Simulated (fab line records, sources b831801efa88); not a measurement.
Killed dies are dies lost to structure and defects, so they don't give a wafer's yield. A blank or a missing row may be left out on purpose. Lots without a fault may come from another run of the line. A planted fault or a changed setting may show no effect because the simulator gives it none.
Which tool did it? | flow gf180mcu | 14 lots, 42 wafers sampled, at 4 steps of a route of 602

WHAT THE GAUGES READ, wafer by wafer
The record holds no reading of a measuring or inspecting step that can be judged against a usual standard deviation.

WHICH TOOL RAN EACH LOT (tool, then ch and the chambers of the sampled wafers, then the start)
lot  | GF_V4_CVD_23                  | GF_MIM_SPUTTER_00            | GF_MIM_SPUTTER_07            | GF_MIM_EXPOSE_16
L538 | cvd_w-02 ch 0,1, day 25 05:38 | pvd_sputter-03, day 25 06:12 | pvd_sputter-02, day 25 06:32 | iline_stepper-02 ch 0, day 25 17:11
L541 | cvd_w-02 ch 0,1, day 26 10:29 | pvd_sputter-02, day 26 11:17 | pvd_sputter-01, day 26 11:35 | iline_stepper-01 ch 0, day 26 21:23
L542 | cvd_w-02 ch 0,1, day 26 15:40 | pvd_sputter-01, day 26 16:16 | pvd_sputter-02, day 26 16:34 | iline_stepper-02 ch 0, day 27 03:34
L544 | cvd_w-02 ch 1, day 27 07:50   | pvd_sputter-02, day 27 08:26 | pvd_sputter-01, day 27 08:45 | iline_stepper-01 ch 0, day 27 18:55
L545 | cvd_w-02 ch 0,1, day 27 15:16 | pvd_sputter-02, day 27 15:53 | pvd_sputter-03, day 27 16:12 | iline_stepper-01 ch 0, day 28 02:48
L546 | cvd_w-02 ch 0,1, day 28 04:09 | pvd_sputter-03, day 28 04:42 | pvd_sputter-01, day 28 05:01 | iline_stepper-02 ch 0, day 28 14:33
L547 | cvd_w-02 ch 0,1, day 28 11:14 | pvd_sputter-01, day 28 11:49 | pvd_sputter-03, day 28 12:08 | iline_stepper-01 ch 0, day 28 19:58
L548 | cvd_w-01 ch 0,1, day 28 16:28 | pvd_sputter-03, day 28 17:04 | pvd_sputter-01, day 28 17:22 | iline_stepper-01 ch 0, day 29 02:56
L549 | cvd_w-01 ch 0,1, day 29 01:17 | pvd_sputter-03, day 29 01:53 | pvd_sputter-02, day 29 02:12 | iline_stepper-01 ch 0, day 29 11:44
L550 | cvd_w-02 ch 0,1, day 29 10:29 | pvd_sputter-01, day 29 11:04 | pvd_sputter-01, day 29 11:23 | iline_stepper-01 ch 0, day 29 20:46
L551 | cvd_w-02 ch 0,1, day 29 10:53 | pvd_sputter-03, day 29 11:40 | pvd_sputter-02, day 29 12:00 | iline_stepper-01 ch 0, day 29 21:36
L552 | cvd_w-01 ch 0,1, day 29 16:40 | pvd_sputter-03, day 29 17:15 | pvd_sputter-02, day 29 17:35 | iline_stepper-01, day 30 04:01
L553 | cvd_w-02 ch 0,1, day 30 04:02 | pvd_sputter-03, day 30 04:38 | pvd_sputter-01, day 30 04:56 | iline_stepper-01, day 30 13:08
L554 | cvd_w-01 ch 0,1, day 30 10:38 | pvd_sputter-02, day 30 11:11 | pvd_sputter-03, day 30 11:29 | iline_stepper-02 ch 0, day 30 21:25
- GF_V4_CVD_23: deposits W, target thk 350 nm, time 104.9 s.
- GF_MIM_SPUTTER_00: material Ti, target thk 37.5 nm, time 150 s.
- GF_MIM_SPUTTER_07: material TiN, target thk 60 nm, time 50 s.
- GF_MIM_EXPOSE_16: exposes mask FuseTop, target cd 2000 nm.

WHAT THE TOOLS THEMSELVES READ (means of the sampled wafers that have a number; where no wafer has one, the mark that the record gives instead)
GF_V4_CVD_23. Usual: heater_power_w 916 W, standard deviation 66.
lot  | tool     | heater_power_w (W) | flag
L538 | cvd_w-02 | 917                |
L541 | cvd_w-02 | 964                |
L542 | cvd_w-02 | 907                |
L544 | cvd_w-02 | 1011               |
L545 | cvd_w-02 | 975                |
L546 | cvd_w-02 | 928                |
L547 | cvd_w-02 | 959                |
L548 | cvd_w-01 | 873                |
L549 | cvd_w-01 | 876                |
L550 | cvd_w-02 | 969                |
L551 | cvd_w-02 | 949                |
L552 | cvd_w-01 | 845                |
L553 | cvd_w-02 | 922                |
L554 | cvd_w-01 | 849                |

GF_MIM_SPUTTER_00. Usual: throttle_valve_pct 29.6 %, standard deviation 0.75.
lot  | tool           | throttle_valve_pct (%) | flag
L538 | pvd_sputter-03 | 30.0                   |
L541 | pvd_sputter-02 | 30.1                   |
L542 | pvd_sputter-01 | 29.7                   |
L544 | pvd_sputter-02 | 29.6                   |
L545 | pvd_sputter-02 | 30.1                   |
L546 | pvd_sputter-03 | 29.2                   |
L547 | pvd_sputter-01 | 29.0                   |
L548 | pvd_sputter-03 | 29.8                   |
L549 | pvd_sputter-03 | 29.9                   |
L550 | pvd_sputter-01 | 28.9                   |
L551 | pvd_sputter-03 | 29.6                   |
L552 | pvd_sputter-03 | 29.2                   |
L553 | pvd_sputter-03 | 30.0                   |
L554 | pvd_sputter-02 | 29.7                   |

GF_MIM_SPUTTER_07. Usual: throttle_valve_pct 29.7 %, standard deviation 0.82.
lot  | tool           | throttle_valve_pct (%) | flag
L538 | pvd_sputter-02 | 30.3                   |
L541 | pvd_sputter-01 | 29.0                   |
L542 | pvd_sputter-02 | 30.1                   |
L544 | pvd_sputter-01 | 30.5                   |
L545 | pvd_sputter-03 | 30.1                   |
L546 | pvd_sputter-01 | 28.8                   |
L547 | pvd_sputter-03 | 29.8                   |
L548 | pvd_sputter-01 | 29.9                   |
L549 | pvd_sputter-02 | 30.3                   |
L550 | pvd_sputter-01 | 29.0                   |
L551 | pvd_sputter-02 | 29.6                   |
L552 | pvd_sputter-02 | 29.9                   |
L553 | pvd_sputter-01 | 29.7                   |
L554 | pvd_sputter-03 | 29.9                   |

GF_MIM_EXPOSE_16. Usual: exposure_dose_mJ_cm2 140.02, standard deviation 0.14; focus_offset_nm 0.0 nm, standard deviation 0.5.
lot  | tool             | exposure_dose_mJ_cm2 | focus_offset_nm (nm) | flag
L538 | iline_stepper-02 | 140.06               | 0.1                  |
L541 | iline_stepper-01 | 140.18               | 0.2                  |
L542 | iline_stepper-02 | 140.24               | -0.8                 |
L544 | iline_stepper-01 | 140.03               | -0.6                 |
L545 | iline_stepper-01 | 140.09               | -0.0                 |
L546 | iline_stepper-02 | 139.76               | -0.0                 |
L547 | iline_stepper-01 | 139.95               | 0.3                  |
L548 | iline_stepper-01 | 140.09               | 0.3                  |
L549 | iline_stepper-01 | 140.01               | 0.2                  |
L550 | iline_stepper-01 | 139.87               | 0.3                  |
L551 | iline_stepper-01 | 140.26               | 0.3                  |
L552 | iline_stepper-01 | -                    | -                    | OFF
L553 | iline_stepper-01 | -                    | -                    | OFF
L554 | iline_stepper-02 | 139.94               | 0.6                  |

THE ANSWER, worked out from the rows above alone
Rule: a lot is off if the mean of its wafers that have a number lies more than 3 standard deviations from the usual mean. A lot without any number at a reading at which 4 lots or more have one is off too. The other lots that the step has rows for count as sound. The gauges are gone through in route order, then the tools' own readings, and for those a lot's mean is taken as printed above. The first step at which some lot is off is used, and at that step the reading that is off furthest; a lot without a number counts as furthest.
Off: L552, L553, at GF_MIM_EXPOSE_16 (exposure_dose_mJ_cm2). Without a number there: L552, L553.
A tool fits if, at that step or a process step before it, it ran every lot that is off, and no sound lot after the first of them. Can't be told from this: 2 tools fit, pvd_sputter-03 at GF_MIM_SPUTTER_00, iline_stepper-01 at GF_MIM_EXPOSE_16.

WHAT THE SIMULATOR HAD PUT IN
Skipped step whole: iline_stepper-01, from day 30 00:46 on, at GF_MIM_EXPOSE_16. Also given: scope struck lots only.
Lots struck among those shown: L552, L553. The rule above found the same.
